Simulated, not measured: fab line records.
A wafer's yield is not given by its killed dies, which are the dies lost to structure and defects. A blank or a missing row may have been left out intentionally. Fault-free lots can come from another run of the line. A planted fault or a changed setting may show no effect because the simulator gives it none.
Chamber matching ; flow gf180mcu ; pecvd-04 running GF_MIM_CVD_05: 3 sister chambers
The step deposits Si3N4, target thk 42 nm, time 29.086 s. 6 wafers are shown with their chamber, then 8 later ones without.

EACH WAFER AND ITS CHAMBER
wafer;chamber;heater power outer w (W);heater power w (W)
L077.4;1;529;826
L081.4;2;268;519
L083.1;0;395;651
L083.3;2;321;576
L083.6;0;395;659
L087.3;1;561;884

WAFERS WITH NO CHAMBER GIVEN
wafer;heater power outer w (W);heater power w (W)
L087.5;451;725
L087.6;246;498
L090.3;421;653
L090.5;417;650
L090.6;296;563
L095.1;402;664
L095.3;514;821
L095.6;413;663

EACH ONE'S CHAMBER
wafer;from the rows above;in truth
L087.5;0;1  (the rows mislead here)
L087.6;2;2
L090.3;0;0
L090.5;0;0
L090.6;2;2
L095.1;0;0
L095.3;1;1
L095.6;0;0
7 of 8 placed correctly. From these rows, 0 cannot be placed. Placed wrongly: 1.
How it was worked out, from the rows above alone: a wafer's distance from a chamber is the root of the sum, over the readings, of the square of ((its reading less the chamber's mean) divided by the reading's scatter). If the next closest chamber is less than 2 further off than the closest, the wafer can't be placed; otherwise it belongs to the closest. A chamber's mean is the mean of its shown wafers. How the scatter is found: for the shown wafers, subtract from each reading the mean of its chamber, square and add these, divide the total by (wafers less chambers), then take the root.
